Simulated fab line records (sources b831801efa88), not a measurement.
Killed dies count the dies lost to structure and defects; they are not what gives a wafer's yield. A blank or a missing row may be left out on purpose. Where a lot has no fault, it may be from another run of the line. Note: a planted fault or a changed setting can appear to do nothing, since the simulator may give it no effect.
What tool caused it?	flow gf180mcu	Sampling: 14 lots, 42 wafers, 4 of 602 route steps

== WHAT EACH GAUGE READ, for each wafer ==
GF_V1_THK_MEAS_25: measures by xrf. Usual: for V1_W_THK the level is 355 nm and the standard deviation is 3.8.
lot	measured	on	V1_W_THK (nm)	flag
L456	day 18 13:48	film metro-03	359 357 353	
L457	day 18 11:16	film metro-02	348 351 358	
L458	day 18 22:50	film metro-01	356 356 354	
L459	day 19 14:32	film metro-02	355 355 355	
L461	day 19 22:50	film metro-02	360 359 354	
L463	day 20 21:13	film metro-01	354 355 358	
L464	day 21 04:39	film metro-01	348 354 356	
L472	day 24 03:05	film metro-01	354 350 355	
L473	day 24 04:08	film metro-01	349 349 358	
L475	day 25 01:52	film metro-03	350 357 353	
L476	day 25 05:04	film metro-02	347 352 347	
L477	day 25 15:04	film metro-03	363 362 362	
L478	day 25 22:23	film metro-03	356 354 353	
L479	day 26 04:00	film metro-01	362 359 365	

GF_M3_OVL_MEAS_15. Usual: for M3_OVL the level is -1 nm and the standard deviation is 4.8.
lot	measured	on	M3_OVL (nm)	flag
L456	day 21 17:46	overlay-02	3 -4 -1	
L457	day 21 14:28	overlay-01	-5 2 -5	
L458	day 22 02:44	overlay-02	1 -1 5	
L459	day 22 17:41	overlay-01	-4 -9 -12	
L461	day 23 02:20	overlay-02	8 2 10	
L463	day 23 22:26	overlay-02	-2 -9 -3	
L464	day 24 05:17	overlay-01	-6 -5 -6	
L472	day 26 21:05	overlay-01	3 1 -1	
L473	day 26 23:53	overlay-02	0 -2 2	
L475	day 27 20:05	overlay-01	0 1 2	
L476	day 27 21:53	overlay-01	2 -3 -5	
L477	day 28 07:45	overlay-02	-9 -11 -8	
L478	day 28 13:54	overlay-02	3 2 2	
L479	day 28 23:20	overlay-02	-9 -8 -3	

== TOOL THAT RAN EACH LOT (tool first, then ch and the chambers of the sampled wafers, then the start) ==
lot	GF_DNWELL_IMPLANT_07	GF_V2_SPUTTER_21
L456	implanter-01 ch 0, day 2 18:20	pvd sputter-04, day 20 17:04
L457	implanter-01 ch 0, day 2 22:38	pvd sputter-04, day 20 13:49
L458	implanter-01 ch 0, day 3 04:53	pvd sputter-03, day 21 02:04
L459	implanter-01 ch 0, day 3 10:19	pvd sputter-01, day 21 17:52
L461	implanter-02 ch 0, day 3 19:52	pvd sputter-03, day 22 01:52
L463	implanter-02 ch 0, day 4 07:35	pvd sputter-04, day 22 22:47
L464	implanter-02 ch 0, day 4 12:43	pvd sputter-04, day 23 05:41
L472	implanter-04 ch 0, day 6 07:06	pvd sputter-03, day 26 00:01
L473	implanter-01 ch 0, day 6 12:20	pvd sputter-03, day 26 02:25
L475	implanter-01 ch 0, day 6 23:28	pvd sputter-03, day 26 22:17
L476	implanter-01 ch 0, day 7 04:14	pvd sputter-01, day 27 00:49
L477	implanter-04 ch 0, day 7 10:25	pvd sputter-04, day 27 11:31
L478	implanter-02 ch 0, day 7 15:17	pvd sputter-03, day 27 17:34
L479	implanter-02 ch 0, day 7 21:24	pvd sputter-03, day 27 23:16
- GF_DNWELL_IMPLANT_07
- GF_V2_SPUTTER_21: material Ti, target thk 15 nm, time 80.02 s.

== AS READ BY THE TOOLS THEMSELVES (means over the sampled wafers that have a number; for cases with no such wafer, the mark the record gives instead) ==
GF_DNWELL_IMPLANT_07. Usual: beam energy keV 1500.1, standard deviation 0.45.
lot	tool	beam energy keV	flag
L456	implanter-01	1499.6	
L457	implanter-01	1500.4	
L458	implanter-01	1500.1	
L459	implanter-01	1499.9	
L461	implanter-02	1499.6	
L463	implanter-02	1745.2	OFF
L464	implanter-02	1744.4	OFF
L472	implanter-04	1499.9	
L473	implanter-01	1500.7	
L475	implanter-01	1500.6	
L476	implanter-01	1500.4	
L477	implanter-04	1500.1	
L478	implanter-02	1500.1	
L479	implanter-02	1500.3	

GF_V2_SPUTTER_21. Usual: cathode dc power W 2500.0 W, standard deviation 0.48; throttle valve pct 30.6 %, standard deviation 0.83.
lot	tool	cathode dc power W (W)	throttle valve pct (%)	flag
L456	pvd sputter-04	2499.7	30.0	
L457	pvd sputter-04	2499.8	30.8	
L458	pvd sputter-03	2499.9	30.9	
L459	pvd sputter-01	2499.8	29.7	
L461	pvd sputter-03	2500.0	31.1	
L463	pvd sputter-04	2500.0	29.4	
L464	pvd sputter-04	2499.5	30.5	
L472	pvd sputter-03	2500.1	31.0	
L473	pvd sputter-03	2500.0	31.0	
L475	pvd sputter-03	2499.8	31.5	
L476	pvd sputter-01	2500.1	30.2	
L477	pvd sputter-04	2499.9	30.1	
L478	pvd sputter-03	2499.3	30.8	
L479	pvd sputter-03	2499.5	31.4	

== THE ANSWER, worked out from the rows above alone ==
Rule: take the mean of a lot's wafers that have a number; if it is more than 3 standard deviations from the usual mean, the lot is off. A lot without any number at a reading at which 4 lots or more have one is off too. The other lots that the step has rows for count as sound. After the gauges, taken in route order, come the tools' own readings; for these a lot's mean is taken, as printed above. At the first step where some lot is off, the reading lying furthest off is the one used; lots without a number count as furthest.
Off, at GF_DNWELL_IMPLANT_07 on beam energy keV: L463, L464.
If a tool, at that step or one of the process steps before it, ran each lot that is off and ran no sound lot following the first of them, it fits. Of those tried, none fits.

== WHAT THE SIMULATOR HAD INSERTED ==
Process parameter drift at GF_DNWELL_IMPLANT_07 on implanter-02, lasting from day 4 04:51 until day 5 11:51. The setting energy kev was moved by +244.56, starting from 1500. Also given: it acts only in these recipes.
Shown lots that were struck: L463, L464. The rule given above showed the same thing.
